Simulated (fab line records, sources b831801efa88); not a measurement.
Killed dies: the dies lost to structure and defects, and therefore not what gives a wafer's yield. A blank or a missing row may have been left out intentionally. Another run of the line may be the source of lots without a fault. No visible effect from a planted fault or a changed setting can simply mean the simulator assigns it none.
Which tool is to blame? | flow sky130 | 14 lots with 42 wafers sampled at 3 steps, on a route of 708 steps

## WHAT THE GAUGES READ, wafer by wafer
SKY_LDD_HVN_OVL_MEAS_07.
lot  | measured     | on         | LDD_HVN_OVL (nm)
L595 | day 20 07:36 | overlay-02 | -1.5 -0.1 -0.9
L596 | day 21 03:27 | overlay-02 | 0.3 -0.7 -1.0
L603 | day 23 07:12 | overlay-01 | 1.4 0.0 -0.4
L604 | day 23 18:59 | overlay-02 | -0.3 1.4 0.2
L605 | day 24 00:19 | overlay-01 | -0.3 0.3 0.2
L609 | day 25 20:52 | overlay-02 | 0.2 1.4 1.5
L611 | day 26 12:09 | overlay-01 | 0.5 -3.6 0.3
L612 | day 26 14:46 | overlay-02 | -0.8 -0.5 0.9
L613 | day 26 21:29 | overlay-01 | 0.4 0.1 -0.7
L614 | day 27 09:28 | overlay-01 | -0.3 0.8 0.8
L615 | day 27 15:40 | overlay-02 | -0.2 1.4 -0.4
L616 | day 27 22:34 | overlay-02 | -0.1 -1.2 1.4
L617 | day 28 02:20 | overlay-02 | 0.4 0.2 0.2
L618 | day 28 09:40 | overlay-01 | -0.7 -0.2 2.4

SKY_LI_CONTACT_OVL_MEAS_13.
lot  | measured     | on         | LI_CONTACT_OVL (nm)
L595 | day 29 03:00 | overlay-01 | 0 0 0
L596 | day 29 21:19 | overlay-01 | -12 -5 -6
L603 | day 31 19:53 | overlay-02 | -9 -3 -2
L604 | day 32 07:31 | overlay-01 | -4 -1 0
L605 | day 32 11:59 | overlay-01 | -7 -10 -8
L609 | day 34 03:50 | overlay-01 | 6 2 4
L611 | day 34 17:25 | overlay-02 | -9 -2 1
L612 | day 34 21:39 | overlay-02 | -13 -1 -3
L613 | day 35 04:25 | overlay-02 | -8 -9 -6
L614 | day 35 14:30 | overlay-02 | -20 -11 -8
L615 | day 35 20:43 | overlay-02 | -11 -2 -2
L616 | day 36 00:47 | overlay-02 | -5 -14 -3
L617 | day 36 07:04 | overlay-01 | 8 -11 -3
L618 | day 36 12:47 | overlay-01 | 5 2 -4

## EACH LOT AND THE TOOL THAT RAN IT (in order: tool; ch and the chambers of the sampled wafers; start)
lot  | SKY_LDD_HVN_COAT_02
L595 | litho track-04 ch 0, day 19 16:14
L596 | litho track-02 ch 0, day 20 12:19
L603 | litho track-03 ch 0, day 22 16:08
L604 | litho track-02 ch 0, day 23 04:04
L605 | litho track-02 ch 0, day 23 09:53
L609 | litho track-03 ch 0, day 25 06:20
L611 | litho track-04 ch 0, day 25 21:39
L612 | litho track-02 ch 0, day 26 00:23
L613 | litho track-02 ch 0, day 26 07:07
L614 | litho track-03 ch 0, day 26 18:44
L615 | litho track-03 ch 0, day 27 00:53
L616 | litho track-04 ch 0, day 27 08:15
L617 | litho track-04 ch 0, day 27 11:36
L618 | litho track-02 ch 0, day 27 19:34
- SKY_LDD_HVN_COAT_02: resist thk 300 nm.

## AS READ BY THE TOOLS THEMSELVES (means over the sampled wafers that have a number; for cases with no such wafer, the mark the record gives instead)
SKY_LDD_HVN_COAT_02.
lot  | tool           | spin speed rpm (rpm)
L595 | litho track-04 | 3002.1
L596 | litho track-02 | 2999.0
L603 | litho track-03 | 2999.2
L604 | litho track-02 | 3062.0
L605 | litho track-02 | 3062.2
L609 | litho track-03 | 2999.8
L611 | litho track-04 | 2998.1
L612 | litho track-02 | 2999.9
L613 | litho track-02 | 3000.5
L614 | litho track-03 | 3000.0
L615 | litho track-03 | 2999.4
L616 | litho track-04 | 3000.5
L617 | litho track-04 | 3001.6
L618 | litho track-02 | 3000.6

## THE ANSWER, worked out from the rows above alone
Rule: the usual values come from the lots themselves. Put in order of their means at a reading, lots are off if they are a third of the lots or fewer, leave a main group of 4 or more, and stand apart from it by a gap of 3 or more times the standard deviation of the main group's means; of several such gaps the widest counts. If all means in a main group match to the digits the tables above print for the reading, that group is not used. Also off: a lot with no number at a reading for which 4 or more lots have one. The other lots that the step has rows for count as sound. Order of review: gauges by route order, followed by the tools' own readings, for which a lot's mean as printed above is used. At the first step where some lot is off, the reading lying furthest off is the one used; lots without a number count as furthest.
Off, at SKY_LDD_HVN_COAT_02 on spin speed rpm: L604, L605. For the main group the mean is 3000.1 rpm and the standard deviation 1.1.
If a tool, at that step or one of the process steps before it, ran each lot that is off and ran no sound lot following the first of them, it fits. No candidate that was tried fits.

## WHAT THE SIMULATOR PUT IN
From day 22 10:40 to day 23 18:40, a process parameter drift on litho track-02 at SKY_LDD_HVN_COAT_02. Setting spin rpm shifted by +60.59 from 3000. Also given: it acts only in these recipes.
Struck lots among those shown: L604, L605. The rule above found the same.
